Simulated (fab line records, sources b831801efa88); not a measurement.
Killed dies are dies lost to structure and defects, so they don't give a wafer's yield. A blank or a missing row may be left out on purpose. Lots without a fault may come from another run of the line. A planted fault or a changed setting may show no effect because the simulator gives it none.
Which tool did it? | flow sky130 | 11 lots, 33 wafers sampled, at 5 steps of a route of 708

WHAT THE GAUGES READ, wafer by wafer
SKY_CAPM_THK_MEAS_04: measures by xrf. Usual: CAPM_TIN_THK 201.1 nm, standard deviation 2.3.
lot  | measured     | on            | CAPM_TIN_THK (nm) | flag
L667 | day 37 18:37 | film_metro-04 | 202.1 203.9 201.7 |
L666 | day 37 18:41 | film_metro-02 | 201.1 197.1 197.8 |
L668 | day 38 06:21 | film_metro-02 | 197.5 201.1 198.3 |
L677 | day 40 15:06 | film_metro-04 | 204.9 210.1 203.0 |
L678 | day 41 10:07 | film_metro-02 | 201.0 201.0 202.0 |
L679 | day 41 10:24 | film_metro-01 | 199.9 199.6 199.6 |
L683 | day 42 08:59 | film_metro-02 | 196.2 196.9 196.8 |
L685 | day 42 21:58 | film_metro-01 | 201.4 202.9 201.6 |
L687 | day 43 15:32 | film_metro-01 | 197.3 200.1 199.2 |
L688 | day 43 17:49 | film_metro-01 | 204.7 200.8 204.0 |
L689 | day 43 22:56 | film_metro-01 | 199.8 200.9 201.6 |

SKY_CAPM_OVL_MEAS_12. Usual: CAPM_OVL 0.9 nm, standard deviation 1.3.
lot  | measured     | on         | CAPM_OVL (nm)  | flag
L667 | day 38 20:12 | overlay-01 | -0.8 1.3 0.2   |
L666 | day 38 20:32 | overlay-02 | 1.0 2.0 -0.3   |
L668 | day 39 07:54 | overlay-01 | 1.0 0.5 0.3    |
L677 | day 41 15:45 | overlay-02 | 3.7 1.5 3.2    |
L678 | day 42 10:32 | overlay-01 | 0.3 1.4 1.1    |
L679 | day 42 10:37 | overlay-02 | 0.8 2.0 1.4    |
L683 | day 43 08:40 | overlay-02 | 2.3 1.4 2.6    |
L685 | day 43 21:35 | overlay-01 | 1.1 1.8 0.7    |
L687 | day 44 14:47 | overlay-02 | 0.3 0.6 0.4    |
L688 | day 44 16:07 | overlay-02 | -1.3 -1.7 -1.1 |
L689 | day 44 21:55 | overlay-01 | -0.6 -0.5 0.2  |

WHICH TOOL RAN EACH LOT (tool, then ch and the chambers of the sampled wafers, then the start)
lot  | SKY_CONTACT_SPUTTER_23       | SKY_VIA1_STRIP_16                    | SKY_CAPM_SPUTTER_02
L667 | pvd_sputter-03, day 33 00:01 | plasma_asher-02 ch 0,1, day 35 08:37 | pvd_sputter-02, day 37 18:23
L666 | pvd_sputter-02, day 33 00:52 | plasma_asher-02 ch 0,1, day 35 09:42 | pvd_sputter-03, day 37 18:28
L668 | pvd_sputter-02, day 33 11:11 | plasma_asher-02 ch 0,1, day 35 19:50 | pvd_sputter-03, day 38 06:07
L677 | pvd_sputter-03, day 35 22:01 | plasma_asher-02 ch 0,1, day 38 06:40 | pvd_sputter-02, day 40 14:50
L678 | pvd_sputter-01, day 36 20:28 | plasma_asher-01 ch 0,1, day 39 02:24 | pvd_sputter-03, day 41 09:53
L679 | pvd_sputter-03, day 36 20:30 | plasma_asher-01 ch 0,1, day 39 03:41 | pvd_sputter-04, day 41 10:10
L683 | pvd_sputter-02, day 37 20:07 | plasma_asher-01 ch 0,1, day 40 02:40 | pvd_sputter-04, day 42 08:44
L685 | pvd_sputter-03, day 38 09:10 | plasma_asher-02 ch 0,1, day 40 15:57 | pvd_sputter-04, day 42 21:43
L687 | pvd_sputter-01, day 39 05:59 | plasma_asher-01 ch 0,1, day 41 11:09 | pvd_sputter-02, day 43 15:19
L688 | pvd_sputter-01, day 39 07:38 | plasma_asher-01 ch 0,1, day 41 13:30 | pvd_sputter-02, day 43 17:34
L689 | pvd_sputter-03, day 39 12:17 | plasma_asher-04 ch 0,1, day 41 18:17 | pvd_sputter-02, day 43 22:44
- SKY_CONTACT_SPUTTER_23: material TiN, target thk 20 nm, time 80 s.
- SKY_VIA1_STRIP_16: strips in O2/N2.
- SKY_CAPM_SPUTTER_02: material TiN, target thk 200 nm, time 166.7 s.

WHAT THE TOOLS THEMSELVES READ (means of the sampled wafers that have a number; where no wafer has one, the mark that the record gives instead)
SKY_CONTACT_SPUTTER_23. Usual: throttle_valve_pct 30.1 %, standard deviation 1.
lot  | tool           | throttle_valve_pct (%) | flag
L667 | pvd_sputter-03 | 29.0                   |
L666 | pvd_sputter-02 | 29.9                   |
L668 | pvd_sputter-02 | 29.8                   |
L677 | pvd_sputter-03 | 30.2                   |
L678 | pvd_sputter-01 | 30.4                   |
L679 | pvd_sputter-03 | 29.6                   |
L683 | pvd_sputter-02 | 29.7                   |
L685 | pvd_sputter-03 | 30.1                   |
L687 | pvd_sputter-01 | 28.7                   |
L688 | pvd_sputter-01 | 30.2                   |
L689 | pvd_sputter-03 | 30.1                   |

SKY_VIA1_STRIP_16. Usual: drypump_motor_current_A 5.7 A, standard deviation 0.44; oes_product_au 0.416 a.u., standard deviation 0.0047; strip_time_to_endpoint_s 4.458 s, standard deviation 0.02.
lot  | tool            | drypump_motor_current_A (A) | oes_product_au (a.u.) | strip_time_to_endpoint_s (s) | flag
L667 | plasma_asher-02 | 6.1                         | 0.419                 | 4.448                        |
L666 | plasma_asher-02 | 5.9                         | 0.416                 | 4.449                        |
L668 | plasma_asher-02 | 5.9                         | 0.415                 | 4.458                        |
L677 | plasma_asher-02 | 6.1                         | 0.412                 | 4.424                        |
L678 | plasma_asher-01 | 5.3                         | 0.417                 | 4.444                        |
L679 | plasma_asher-01 | 5.2                         | 0.414                 | 4.490                        |
L683 | plasma_asher-01 | 5.2                         | 0.414                 | 4.449                        |
L685 | plasma_asher-02 | 6.1                         | 0.417                 | 4.443                        |
L687 | plasma_asher-01 | 5.5                         | 0.417                 | 4.466                        |
L688 | plasma_asher-01 | 5.2                         | 0.415                 | 4.478                        |
L689 | plasma_asher-04 | 6.0                         | 0.418                 | 4.443                        |

SKY_CAPM_SPUTTER_02. Usual: throttle_valve_pct 30.2 %, standard deviation 0.87.
lot  | tool           | throttle_valve_pct (%) | flag
L667 | pvd_sputter-02 | 29.6                   |
L666 | pvd_sputter-03 | 30.0                   |
L668 | pvd_sputter-03 | 30.0                   |
L677 | pvd_sputter-02 | 30.3                   |
L678 | pvd_sputter-03 | 31.4                   |
L679 | pvd_sputter-04 | 29.8                   |
L683 | pvd_sputter-04 | 30.7                   |
L685 | pvd_sputter-04 | 30.4                   |
L687 | pvd_sputter-02 | 30.3                   |
L688 | pvd_sputter-02 | 30.9                   |
L689 | pvd_sputter-02 | 29.8                   |

THE ANSWER, worked out from the rows above alone
Rule: a lot is off if the mean of its wafers that have a number lies more than 3 standard deviations from the usual mean. A lot without any number at a reading at which 4 lots or more have one is off too. The other lots that the step has rows for count as sound. The gauges are gone through in route order, then the tools' own readings, and for those a lot's mean is taken as printed above. The first step at which some lot is off is used, and at that step the reading that is off furthest; a lot without a number counts as furthest.
No lot is off at any reading shown: from this, nothing can be told.

WHAT THE SIMULATOR HAD PUT IN
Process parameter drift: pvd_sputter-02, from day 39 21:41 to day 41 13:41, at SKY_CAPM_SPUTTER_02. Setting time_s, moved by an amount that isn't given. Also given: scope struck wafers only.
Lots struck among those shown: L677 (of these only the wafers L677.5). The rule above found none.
